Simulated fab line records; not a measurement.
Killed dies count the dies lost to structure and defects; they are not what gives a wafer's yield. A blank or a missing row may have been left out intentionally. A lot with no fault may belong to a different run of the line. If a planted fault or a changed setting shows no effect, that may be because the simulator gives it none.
Chamber matching	flow gf180mcu	rieDiel-04 running GF_M5_ETCH_09: 4 sister chambers
The step etches Si3N4 in CF4/O2, target depth 52 nm, time 11.6 s. 14 wafers are shown with their chamber, then 7 later ones without.

== WAFERS PAIRED WITH THEIR CHAMBERS ==
wafer	chamber	drypumpMotorCurrentA (A)	rfFwdPowerW (W)	cf4FlowSccm (sccm)
L790.2	1	6.0	784	79.76
L790.4	1	6.1	784	79.89
L790.6	3	5.2	779	79.96
L791.2	0	5.4	788	79.58
L791.5	2	6.3	790	80.16
L791.6	3	5.2	777	80.02
L802.2	0	5.4	788	80.05
L802.4	2	6.3	793	80.32
L802.5	3	5.2	778	79.91
L805.1	1	6.1	783	80.02
L805.3	3	5.2	779	79.93
L805.5	1	6.0	784	80.16
L806.1	1	6.0	786	79.77
L806.2	0	5.4	790	79.93

SIGNATURES (averages over the wafers above)
reading	chamber 0	chamber 1	chamber 2	chamber 3	scatter within a chamber
drypumpMotorCurrentA	5.400	6.040	6.300	5.200	0.0346
rfFwdPowerW	788.67	784.20	791.50	778.25	1.21
cf4FlowSccm	79.8533	79.9200	80.2400	79.9550	0.16
Rule: a wafer's distance from a chamber is the root of the sum, over the readings, of the square of ((its reading less the chamber's mean) divided by the reading's scatter). If the next closest chamber is less than 2 further off than the closest, the wafer can't be placed; otherwise it belongs to the closest. The scatter is the square root of a quotient: the sum, over the shown wafers, of each reading's squared deviation from its chamber's mean, divided by wafers minus chambers.

== WAFERS WITH NO CHAMBER GIVEN ==
wafer	drypumpMotorCurrentA (A)	rfFwdPowerW (W)	cf4FlowSccm (sccm)
L806.3	5.2	775	80.23
L808.1	5.2	778	80.62
L808.4	5.4	787	80.00
L808.6	6.1	783	80.10
L810.1	6.3	790	80.28
L810.2	5.4	787	79.96
L810.5	6.3	790	80.04

== THE CHAMBER EACH PASSED THROUGH ==
wafer	from the rows above	in truth
L806.3	3	3
L808.1	3	3
L808.4	0	0
L808.6	1	1
L810.1	2	2
L810.2	0	0
L810.5	2	2
Placed correctly: 7 of 7. Can't be placed from these rows: 0. 0 placed wrongly.
